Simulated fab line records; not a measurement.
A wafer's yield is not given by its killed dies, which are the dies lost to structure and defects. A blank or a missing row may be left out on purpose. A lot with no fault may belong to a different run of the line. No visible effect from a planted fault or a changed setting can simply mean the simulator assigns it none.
Chamber matching -- flow sky130 -- rie-si-02 running SKY_FIELD_ISO_ETCH_17: 4 sister chambers
The step etches Si in HBr/Cl2/O2, target depth 342 nm, time 97.7 s. 4 wafers are shown with their chamber, then 7 later ones without.

== WAFERS PAIRED WITH THEIR CHAMBERS ==
wafer,chamber,drypump-motor-current-A (A)
L454.2,0,6.7
L455.3,3,6.2
L461.2,1,6.3
L461.5,2,5.9

== WAFERS MISSING THEIR CHAMBER ==
wafer,drypump-motor-current-A (A)
L461.6,6.2
L471.1,6.7
L471.2,5.8
L471.5,6.2
L472.1,6.2
L472.3,6.7
L472.4,6.3

== CHAMBER TAKEN BY EACH ==
wafer,from the rows above,in truth
L461.6,3,3
L471.1,0,0
L471.2,2,2
L471.5,3,3
L472.1,3,3
L472.3,0,0
L472.4,1,1
Placed correctly: 7 of 7. Left unplaced by these rows: 0. Placed wrongly: 0.
How it was worked out, from the rows above alone: a wafer's distance from a chamber is the root of the sum, over the readings, of the square of ((its reading less the chamber's mean) divided by the reading's scatter). The wafer belongs to the nearest chamber; if the next one is less than 2 further off, it can't be placed. For every chamber, the mean is computed from those of its wafers that are shown. The scatter: root of mean squared gap, hidden wafer to nearest shown wafer, with one shown wafer a chamber.
